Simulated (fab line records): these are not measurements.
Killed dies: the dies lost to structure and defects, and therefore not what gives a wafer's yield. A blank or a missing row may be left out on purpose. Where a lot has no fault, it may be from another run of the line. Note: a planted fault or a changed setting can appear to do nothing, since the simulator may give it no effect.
Which tool is to blame? -- flow gf180mcu -- 24 lots with 72 wafers sampled at 6 steps, on a route of 602 steps

WHAT THE GAUGES SHOWED, per wafer
GF_TOP_METAL_RS_MEAS_05: the measuring method here is four-point-probe.
lot,measured,on,TOP_METAL_ALCU_RS (ohm/sq)
L074,day 27 04:23,filmMetro-03,0.0333 0.0339 0.0330
L075,day 27 12:43,filmMetro-04,0.0323 0.0327 0.0323
L076,day 27 22:10,filmMetro-02,0.0329 0.0327 0.0329
L077,day 27 23:44,filmMetro-02,0.0332 0.0329 0.0331
L078,day 28 11:37,filmMetro-04,0.0324 0.0324 0.0325
L079,day 28 21:49,filmMetro-02,0.0321 0.0322 0.0321
L080,day 29 02:34,filmMetro-03,0.0329 0.0330 0.0332
L081,day 29 07:57,filmMetro-03,0.0325 0.0326 0.0321
L082,day 29 17:42,filmMetro-03,0.0329 0.0326 0.0329
L083,day 30 01:36,filmMetro-03,0.0324 0.0322 0.0323
L084,day 30 07:12,filmMetro-04,0.0335 0.0331 0.0330
L086,day 30 19:50,filmMetro-03,0.0322 0.0325 0.0325
L085,day 30 21:41,filmMetro-03,0.0334 0.0330 0.0332
L087,day 31 06:28,filmMetro-02,0.0330 0.0329 0.0330
L088,day 31 11:52,filmMetro-04,0.0331 0.0325 0.0327
L089,day 32 00:02,filmMetro-03,0.0324 0.0322 0.0325
L090,day 32 08:04,filmMetro-03,0.0324 0.0323 0.0323
L091,day 32 13:20,filmMetro-04,0.0326 0.0324 0.0322
L092,day 32 14:31,filmMetro-03,0.0318 0.0325 0.0325
L093,day 32 16:21,filmMetro-03,0.0331 0.0333 0.0333
L094,day 32 23:35,filmMetro-03,0.0330 0.0333 0.0334
L095,day 33 04:30,filmMetro-04,0.0329 0.0325 0.0332
L096,day 33 12:58,filmMetro-04,0.0328 0.0325 0.0322
L097,day 33 15:29,filmMetro-03,0.0328 0.0328 0.0327

EACH LOT AND THE TOOL THAT RAN IT (in order: tool; ch and the chambers of the sampled wafers; start)
lot,GF_CONTACT_STRIP_18,GF_V1_SPUTTER_21,GF_M2_SPUTTER_03,GF_V3_CVD_02,GF_M4_METAL_ETCH_16
L074,"plasmaAsher-01 ch 0,1, day 16 02:28","pvdSputter-03, day 18 02:22","pvdSputter-01, day 18 03:13","pecvd-02 ch 0,1, day 21 06:21","rieMetal-04 ch 0,1, day 23 07:31"
L075,"plasmaAsher-01 ch 1, day 16 08:58","pvdSputter-03, day 18 11:11","pvdSputter-04, day 18 12:02","pecvd-02 ch 1,2, day 21 17:18","rieMetal-03 ch 0,1, day 23 17:21"
L076,"plasmaAsher-04 ch 0,1, day 16 19:52","pvdSputter-02, day 18 21:52","pvdSputter-03, day 18 22:43","pecvd-02 ch 0,1,2, day 22 03:14","rieMetal-03 ch 0,1, day 24 03:27"
L077,"plasmaAsher-03 ch 0,1, day 16 21:42","pvdSputter-01, day 19 00:05","pvdSputter-03, day 19 00:56","pecvd-03 ch 0,2, day 22 05:33","rieMetal-01 ch 0,1, day 24 04:40"
L078,"plasmaAsher-03 ch 0,1, day 17 09:41","pvdSputter-03, day 19 13:55","pvdSputter-01, day 19 14:46","pecvd-03 ch 0,1,2, day 22 18:44","rieMetal-04 ch 0,1, day 24 17:34"
L079,"plasmaAsher-03 ch 0,1, day 18 00:31","pvdSputter-03, day 20 04:30","pvdSputter-01, day 20 05:22","pecvd-03 ch 0,2, day 23 07:26","rieMetal-03 ch 0,1, day 25 05:34"
L080,"plasmaAsher-04 ch 0,1, day 18 08:20","pvdSputter-02, day 20 11:29","pvdSputter-04, day 20 12:20","pecvd-02 ch 0,1,2, day 23 13:42","rieMetal-03 ch 0, day 25 12:18"
L081,"plasmaAsher-03 ch 0,1, day 18 14:34","pvdSputter-03, day 20 17:41","pvdSputter-04, day 20 18:32","pecvd-04 ch 0,2, day 23 20:16","rieMetal-03 ch 0,1, day 25 17:52"
L082,"plasmaAsher-04 ch 0,1, day 19 02:08","pvdSputter-03, day 21 05:52","pvdSputter-04, day 21 06:43","pecvd-02 ch 1,2, day 24 07:10","rieMetal-04 ch 0,1, day 26 04:21"
L083,"plasmaAsher-04 ch 0,1, day 19 12:02","pvdSputter-03, day 21 15:11","pvdSputter-04, day 21 16:02","pecvd-03 ch 0,2, day 24 16:16","rieMetal-01 ch 1, day 26 12:16"
L084,"plasmaAsher-03 ch 0,1, day 19 19:23","pvdSputter-02, day 21 22:38","pvdSputter-04, day 21 23:29","pecvd-04 ch 0,1,2, day 24 23:24","rieMetal-04 ch 0,1, day 26 20:16"
L086,"plasmaAsher-04 ch 0,1, day 20 12:21","pvdSputter-03, day 22 15:10","pvdSputter-01, day 22 16:01","pecvd-02 ch 0,1, day 25 14:05","rieMetal-04 ch 0,1, day 27 09:37"
L085,"plasmaAsher-03 ch 0,1, day 20 13:32","pvdSputter-03, day 22 16:38","pvdSputter-04, day 22 17:29","pecvd-03 ch 1,2, day 25 15:17","rieMetal-03 ch 0,1, day 27 11:36"
L087,"plasmaAsher-04 ch 1, day 20 23:44","pvdSputter-02, day 23 02:10","pvdSputter-01, day 23 03:02","pecvd-02 ch 0,1, day 26 00:46","rieMetal-03 ch 0,1, day 27 19:43"
L088,"plasmaAsher-01 ch 0,1, day 21 09:00","pvdSputter-03, day 23 11:16","pvdSputter-01, day 23 12:07","pecvd-04 ch 0,2, day 26 09:37","rieMetal-03 ch 0,1, day 28 03:46"
L089,"plasmaAsher-03 ch 0,1, day 22 00:41","pvdSputter-02, day 24 00:56","pvdSputter-04, day 24 01:48","pecvd-03 ch 0,2, day 26 22:08","rieMetal-03 ch 0,1, day 28 16:10"
L090,"plasmaAsher-01 ch 1, day 22 10:41","pvdSputter-02, day 24 11:41","pvdSputter-04, day 24 12:32","pecvd-03 ch 0,1,2, day 27 07:17","rieMetal-04 ch 0,1, day 29 00:31"
L091,"plasmaAsher-01 ch 0,1, day 22 20:46","pvdSputter-02, day 24 21:17","pvdSputter-01, day 24 22:22","pecvd-04 ch 1,2, day 27 15:35","rieMetal-03 ch 0,1, day 29 08:54"
L092,"plasmaAsher-01 ch 0,1, day 22 21:17","pvdSputter-03, day 24 22:14","pvdSputter-04, day 24 23:05","pecvd-03 ch 0,1, day 27 16:49","rieMetal-04 ch 0,1, day 29 09:10"
L093,"plasmaAsher-04 ch 0,1, day 22 23:17","pvdSputter-02, day 24 23:32","pvdSputter-01, day 25 00:23","pecvd-03 ch 1,2, day 27 18:04","rieMetal-01 ch 0,1, day 29 10:50"
L094,"plasmaAsher-03 ch 0, day 23 08:56","pvdSputter-01, day 25 09:31","pvdSputter-04, day 25 10:22","pecvd-04 ch 0,2, day 28 03:42","rieMetal-04 ch 0, day 29 20:04"
L095,"plasmaAsher-04 ch 0,1, day 23 17:05","pvdSputter-02, day 25 15:30","pvdSputter-03, day 25 16:22","pecvd-04 ch 0,1,2, day 28 10:20","rieMetal-01 ch 0,1, day 30 01:16"
L096,"plasmaAsher-01 ch 0,1, day 24 03:41","pvdSputter-02, day 26 02:11","pvdSputter-03, day 26 03:02","pecvd-03 ch 0,2, day 28 20:02","rieMetal-04 ch 0,1, day 30 11:34"
L097,"plasmaAsher-01 ch 0,1, day 24 07:32","pvdSputter-01, day 26 05:38","pvdSputter-03, day 26 06:29","pecvd-02 ch 1,2, day 28 22:35","rieMetal-01 ch 0,1, day 30 13:25"
- GF_CONTACT_STRIP_18: strips in O2/N2.
- GF_V1_SPUTTER_21: material Ti, target thk 15 nm, time 80.02 s.
- GF_M2_SPUTTER_03: material Ti, target thk 10 nm, time 6.7 s.
- GF_V3_CVD_02: deposits SiO2 from TEOS, target thk 850 nm, time 94.851 s.
- GF_M4_METAL_ETCH_16: etches the open film in Cl2/BCl3, stops on SiO2, target depth 750.8 nm, time 125.1 s.

WHAT THE TOOLS THEMSELVES READ (means of the sampled wafers that have a number; where no wafer has one, the mark that the record gives instead)
GF_CONTACT_STRIP_18.
lot,tool,drypumpMotorCurrentA (A),heaterPowerW (W),o2FlowSccm (sccm),oesProductAu (a.u.)
L074,plasmaAsher-01,6.07,368,2994,0.582
L075,plasmaAsher-01,6.29,362,3004,0.581
L076,plasmaAsher-04,5.76,371,3009,0.579
L077,plasmaAsher-03,6.07,358,3006,0.579
L078,plasmaAsher-03,6.10,354,3007,0.573
L079,plasmaAsher-03,5.92,354,3010,0.576
L080,plasmaAsher-04,5.95,376,3002,0.585
L081,plasmaAsher-03,5.90,352,3008,0.582
L082,plasmaAsher-04,5.96,378,2986,0.574
L083,plasmaAsher-04,5.95,380,3007,0.583
L084,plasmaAsher-03,5.92,358,3001,0.579
L086,plasmaAsher-04,5.95,375,2994,0.582
L085,plasmaAsher-03,6.08,356,2991,0.582
L087,plasmaAsher-04,5.58,364,2993,0.579
L088,plasmaAsher-01,6.17,354,2998,0.575
L089,plasmaAsher-03,6.10,355,3004,0.577
L090,plasmaAsher-01,6.30,351,3007,0.581
L091,plasmaAsher-01,6.07,358,2997,0.581
L092,plasmaAsher-01,6.08,362,2996,0.585
L093,plasmaAsher-04,5.94,371,3009,0.584
L094,plasmaAsher-03,5.71,356,3006,0.582
L095,plasmaAsher-04,5.77,369,3003,0.580
L096,plasmaAsher-01,6.17,354,3008,0.579
L097,plasmaAsher-01,6.09,359,3004,0.583

GF_V1_SPUTTER_21.
lot,tool,throttleValvePct (%)
L074,pvdSputter-03,30.3
L075,pvdSputter-03,30.3
L076,pvdSputter-02,30.7
L077,pvdSputter-01,30.2
L078,pvdSputter-03,29.9
L079,pvdSputter-03,30.5
L080,pvdSputter-02,30.2
L081,pvdSputter-03,30.4
L082,pvdSputter-03,29.6
L083,pvdSputter-03,29.6
L084,pvdSputter-02,30.8
L086,pvdSputter-03,30.3
L085,pvdSputter-03,29.3
L087,pvdSputter-02,30.7
L088,pvdSputter-03,29.3
L089,pvdSputter-02,29.9
L090,pvdSputter-02,30.9
L091,pvdSputter-02,30.5
L092,pvdSputter-03,30.0
L093,pvdSputter-02,30.5
L094,pvdSputter-01,30.3
L095,pvdSputter-02,30.5
L096,pvdSputter-02,30.9
L097,pvdSputter-01,30.2

GF_M2_SPUTTER_03.
lot,tool,throttleValvePct (%)
L074,pvdSputter-01,30.1
L075,pvdSputter-04,29.9
L076,pvdSputter-03,30.3
L077,pvdSputter-03,30.8
L078,pvdSputter-01,30.5
L079,pvdSputter-01,30.6
L080,pvdSputter-04,29.9
L081,pvdSputter-04,30.1
L082,pvdSputter-04,30.4
L083,pvdSputter-04,30.4
L084,pvdSputter-04,30.4
L086,pvdSputter-01,30.4
L085,pvdSputter-04,29.8
L087,pvdSputter-01,30.6
L088,pvdSputter-01,30.0
L089,pvdSputter-04,30.4
L090,pvdSputter-04,29.5
L091,pvdSputter-01,30.3
L092,pvdSputter-04,30.0
L093,pvdSputter-01,30.5
L094,pvdSputter-04,30.6
L095,pvdSputter-03,30.6
L096,pvdSputter-03,30.5
L097,pvdSputter-03,29.3

GF_V3_CVD_02.
lot,tool,heaterPowerW (W)
L074,pecvd-02,699
L075,pecvd-02,642
L076,pecvd-02,597
L077,pecvd-03,697
L078,pecvd-03,709
L079,pecvd-03,685
L080,pecvd-02,630
L081,pecvd-04,836
L082,pecvd-02,625
L083,pecvd-03,703
L084,pecvd-04,793
L086,pecvd-02,647
L085,pecvd-03,688
L087,pecvd-02,678
L088,pecvd-04,725
L089,pecvd-03,702
L090,pecvd-03,736
L091,pecvd-04,727
L092,pecvd-03,713
L093,pecvd-03,653
L094,pecvd-04,709
L095,pecvd-04,750
L096,pecvd-03,678
L097,pecvd-02,686

GF_M4_METAL_ETCH_16.
lot,tool,biasW (W),drypumpMotorCurrentA (A),mfcCl2Sccm (sccm),oesProductAu (a.u.),throttleValvePct (%)
L074,rieMetal-04,139.5,5.6,79.77,0.990,28.226
L075,rieMetal-03,140.3,6.4,80.15,0.994,28.230
L076,rieMetal-03,139.9,6.1,80.08,0.983,28.233
L077,rieMetal-01,140.1,5.4,80.05,0.993,28.230
L078,rieMetal-04,139.9,5.9,79.87,0.991,28.231
L079,rieMetal-03,140.2,6.1,79.86,0.984,28.247
L080,rieMetal-03,140.2,5.8,80.15,0.990,28.236
L081,rieMetal-03,140.1,6.1,80.15,0.992,28.226
L082,rieMetal-04,140.1,5.6,79.84,0.991,28.232
L083,rieMetal-01,140.4,5.2,79.83,0.995,28.219
L084,rieMetal-04,140.3,5.9,79.90,0.993,28.227
L086,rieMetal-04,139.7,5.6,79.97,0.992,28.221
L085,rieMetal-03,140.1,6.4,79.95,0.988,28.234
L087,rieMetal-03,140.1,6.4,80.30,0.987,28.218
L088,rieMetal-03,140.1,6.1,79.94,0.988,28.226
L089,rieMetal-03,140.1,6.1,79.87,0.983,28.237
L090,rieMetal-04,140.0,5.9,79.97,0.984,28.240
L091,rieMetal-03,139.9,6.1,80.08,0.986,28.237
L092,rieMetal-04,139.9,5.6,79.95,0.995,28.235
L093,rieMetal-01,139.8,5.4,79.84,0.996,28.227
L094,rieMetal-04,140.4,6.2,80.23,0.987,28.220
L095,rieMetal-01,140.5,5.4,80.04,0.999,28.230
L096,rieMetal-04,139.9,5.6,79.92,0.988,28.236
L097,rieMetal-01,139.8,5.4,79.85,0.996,28.223

THE ANSWER, worked out from the rows above alone
Rule: the usual values come from the lots themselves. The widest of any qualifying gaps counts: lots, ordered by their means at a reading, are off when they make up no more than a third of the lots, leave a main group of 4 or more, and stand apart from it by 3 or more times the standard deviation of that group's means. If all means in a main group match to the digits the tables above print for the reading, that group is not used. A lot without any number at a reading at which 4 lots or more have one is off too. All remaining lots with rows at the step are treated as sound. The gauges are gone through in route order, then the tools' own readings, and for those a lot's mean is taken as printed above. The first step at which some lot is off is used, and at that step the reading that is off furthest; a lot without a number counts as furthest.
Across all readings shown, no lot is off: no conclusion can be drawn from this.

WHAT THE SIMULATOR HAD INSERTED
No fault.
